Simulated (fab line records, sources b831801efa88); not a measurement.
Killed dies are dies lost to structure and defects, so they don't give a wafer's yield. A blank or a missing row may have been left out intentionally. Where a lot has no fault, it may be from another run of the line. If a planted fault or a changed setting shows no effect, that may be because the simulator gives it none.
Split-lot experiment || flow sky130 || 23 wafers read from 5 lots, route of 708 steps

THE SPLIT ITSELF
At SKY_LDD_HVN_IMPLANT_08, the setting energyKev was moved away from the recipe's 60 on 7 of the 23 wafers read, by +3.2% to +5.2%. This setting was run at the recipe's value on the other wafers.

The reading comes from the split's own step.

THE READING
implant.drpNm (the simulator's own value, which no gauge read), in nm, at SKY_LDD_HVN_IMPLANT_08. The file does not state a usual value for it.

{"wafer": "L077.1", "tool, chamber at the split": "implanter-03, 0", "energyKev as run": 60, "against the recipe": "recipe", "implant.drpNm, nm": 28.15, "against lot-mates on the recipe": "-"}
{"wafer": "L077.2", "tool, chamber at the split": "implanter-03, 0", "energyKev as run": 60, "against the recipe": "recipe", "implant.drpNm, nm": 28.15, "against lot-mates on the recipe": "-"}
{"wafer": "L077.4", "tool, chamber at the split": "implanter-03, 0", "energyKev as run": 60, "against the recipe": "recipe", "implant.drpNm, nm": 28.15, "against lot-mates on the recipe": "-"}
{"wafer": "L077.5", "tool, chamber at the split": "implanter-03, 0", "energyKev as run": 60, "against the recipe": "recipe", "implant.drpNm, nm": 28.15, "against lot-mates on the recipe": "-"}
{"wafer": "L077.6", "tool, chamber at the split": "implanter-03, 0", "energyKev as run": 60, "against the recipe": "recipe", "implant.drpNm, nm": 28.15, "against lot-mates on the recipe": "-"}
{"wafer": "L078.1", "tool, chamber at the split": "implanter-04, 0", "energyKev as run": 60, "against the recipe": "recipe", "implant.drpNm, nm": 28.15, "against lot-mates on the recipe": "-"}
{"wafer": "L078.2", "tool, chamber at the split": "implanter-04, 0", "energyKev as run": 60, "against the recipe": "recipe", "implant.drpNm, nm": 28.15, "against lot-mates on the recipe": "-"}
{"wafer": "L078.3", "tool, chamber at the split": "implanter-04, 0", "energyKev as run": 60, "against the recipe": "recipe", "implant.drpNm, nm": 28.15, "against lot-mates on the recipe": "-"}
{"wafer": "L078.4", "tool, chamber at the split": "implanter-04, 0", "energyKev as run": 61.92, "against the recipe": "+3.2%", "implant.drpNm, nm": 28.93, "against lot-mates on the recipe": "+0.78"}
{"wafer": "L078.5", "tool, chamber at the split": "implanter-04, 0", "energyKev as run": 61.92, "against the recipe": "+3.2%", "implant.drpNm, nm": 28.93, "against lot-mates on the recipe": "+0.78"}
{"wafer": "L081.1", "tool, chamber at the split": "implanter-04, 0", "energyKev as run": 60, "against the recipe": "recipe", "implant.drpNm, nm": 28.15, "against lot-mates on the recipe": "-"}
{"wafer": "L081.4", "tool, chamber at the split": "implanter-04, 0", "energyKev as run": 60, "against the recipe": "recipe", "implant.drpNm, nm": 28.15, "against lot-mates on the recipe": "-"}
{"wafer": "L081.5", "tool, chamber at the split": "implanter-04, 0", "energyKev as run": 60, "against the recipe": "recipe", "implant.drpNm, nm": 28.15, "against lot-mates on the recipe": "-"}
{"wafer": "L082.2", "tool, chamber at the split": "implanter-02, 0", "energyKev as run": 60, "against the recipe": "recipe", "implant.drpNm, nm": 28.15, "against lot-mates on the recipe": "-"}
{"wafer": "L082.4", "tool, chamber at the split": "implanter-02, 0", "energyKev as run": 60, "against the recipe": "recipe", "implant.drpNm, nm": 28.15, "against lot-mates on the recipe": "-"}
{"wafer": "L082.3", "tool, chamber at the split": "implanter-02, 0", "energyKev as run": 62.43, "against the recipe": "+4.0%", "implant.drpNm, nm": 29.14, "against lot-mates on the recipe": "+0.99"}
{"wafer": "L082.5", "tool, chamber at the split": "implanter-02, 0", "energyKev as run": 62.43, "against the recipe": "+4.0%", "implant.drpNm, nm": 29.14, "against lot-mates on the recipe": "+0.99"}
{"wafer": "L082.6", "tool, chamber at the split": "implanter-02, 0", "energyKev as run": 62.43, "against the recipe": "+4.0%", "implant.drpNm, nm": 29.14, "against lot-mates on the recipe": "+0.99"}
{"wafer": "L085.1", "tool, chamber at the split": "implanter-02, 0", "energyKev as run": 63.13, "against the recipe": "+5.2%", "implant.drpNm, nm": 29.43, "against lot-mates on the recipe": "+1.28"}
{"wafer": "L085.5", "tool, chamber at the split": "implanter-02, 0", "energyKev as run": 63.13, "against the recipe": "+5.2%", "implant.drpNm, nm": 29.43, "against lot-mates on the recipe": "+1.28"}
{"wafer": "L085.2", "tool, chamber at the split": "implanter-02, 0", "energyKev as run": 60, "against the recipe": "recipe", "implant.drpNm, nm": 28.15, "against lot-mates on the recipe": "-"}
{"wafer": "L085.3", "tool, chamber at the split": "implanter-02, 0", "energyKev as run": 60, "against the recipe": "recipe", "implant.drpNm, nm": 28.15, "against lot-mates on the recipe": "-"}
{"wafer": "L085.4", "tool, chamber at the split": "implanter-02, 0", "energyKev as run": 60, "against the recipe": "recipe", "implant.drpNm, nm": 28.15, "against lot-mates on the recipe": "-"}

FIT RESULTS
A straight line over all 23 wafers: implant.drpNm changes by +0.245 nm for each +1% of energyKev; r = +1.00; the points scatter about the line by 0.0015 nm.
The same after taking each lot's own level away (the mean of its wafers on the recipe; 23 wafers): +0.245 nm for each +1%; r = +1.00; scatter 0.0015 nm.
Per that fit: largest energyKev move, reading shift of 1.3 nm.
The lots' own levels span 28.150 to 28.150 nm.
The two slopes agree, so the slope changes little with the lot-to-lot level.
Check: for one of the wafers moved furthest among these (+5.2%), held out of the fit, the line's prediction against its lot-mates is +1.28 nm. It came out at +1.28 nm against them.

THESE WAFERS: OTHER SPLITS
Other splits were also applied to these wafers ahead of the reading. Each is held against what the fit with the lots' levels taken away leaves over:
{"other split on the same wafers": "SKY_SONOS_ONO_COAT_08 spinRpm", "wafers away from the commonest value": 7, "r with implant.drpNm (lot level and that fit taken away)": "+0.14"}
{"other split on the same wafers": "SKY_SONOS_ONO_SOFTBAKE_09 timeS", "wafers away from the commonest value": 4, "r with implant.drpNm (lot level and that fit taken away)": -0.33}
{"other split on the same wafers": "SKY_GATE_OXIDE_IMPLANT_11 energyKev", "wafers away from the commonest value": 7, "r with implant.drpNm (lot level and that fit taken away)": -0.08}
{"other split on the same wafers": "SKY_POLY_GATE_CVD_00 pressureMtorr", "wafers away from the commonest value": 15, "r with implant.drpNm (lot level and that fit taken away)": "+0.64"}
{"other split on the same wafers": "SKY_POLY_GATE_IMPLANT_02 doseCm2", "wafers away from the commonest value": 10, "r with implant.drpNm (lot level and that fit taken away)": "+0.54"}
{"other split on the same wafers": "SKY_POLY_GATE_DEVELOP_12 developTimeS", "wafers away from the commonest value": 10, "r with implant.drpNm (lot level and that fit taken away)": "+0.34"}
{"other split on the same wafers": "SKY_LDD_N_SOFTBAKE_03 tempC", "wafers away from the commonest value": 8, "r with implant.drpNm (lot level and that fit taken away)": -0.53}
{"other split on the same wafers": "SKY_LDD_N_DEVELOP_06 devTempC", "wafers away from the commonest value": 6, "r with implant.drpNm (lot level and that fit taken away)": "+0.31"}
{"other split on the same wafers": "SKY_LDD_P_COAT_02 resistThkNm", "wafers away from the commonest value": 11, "r with implant.drpNm (lot level and that fit taken away)": -0.15}
{"other split on the same wafers": "SKY_LDD_HVN_COAT_02 resistThkNm", "wafers away from the commonest value": 9, "r with implant.drpNm (lot level and that fit taken away)": "+0.52"}

THE WHOLE CHAIN: every reading that the file lists as answering this split, in the file's order
{"step": "SKY_LDD_HVN_IMPLANT_08", "what it does": "", "reading": "implant.rpNm (the simulator's own value, which no gauge read)", "change (the file's fit)": "+0.562 nm for each +1% of the setting", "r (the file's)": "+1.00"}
{"step": "SKY_LDD_HVN_IMPLANT_08", "what it does": "", "reading": "implant.drpNm (the simulator's own value, which no gauge read)", "change (the file's fit)": "+0.245 nm for each +1% of the setting", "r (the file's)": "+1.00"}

FILE'S OWN FIT
implant.drpNm changes by +0.245 nm for each +1% of energyKev, r = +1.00.
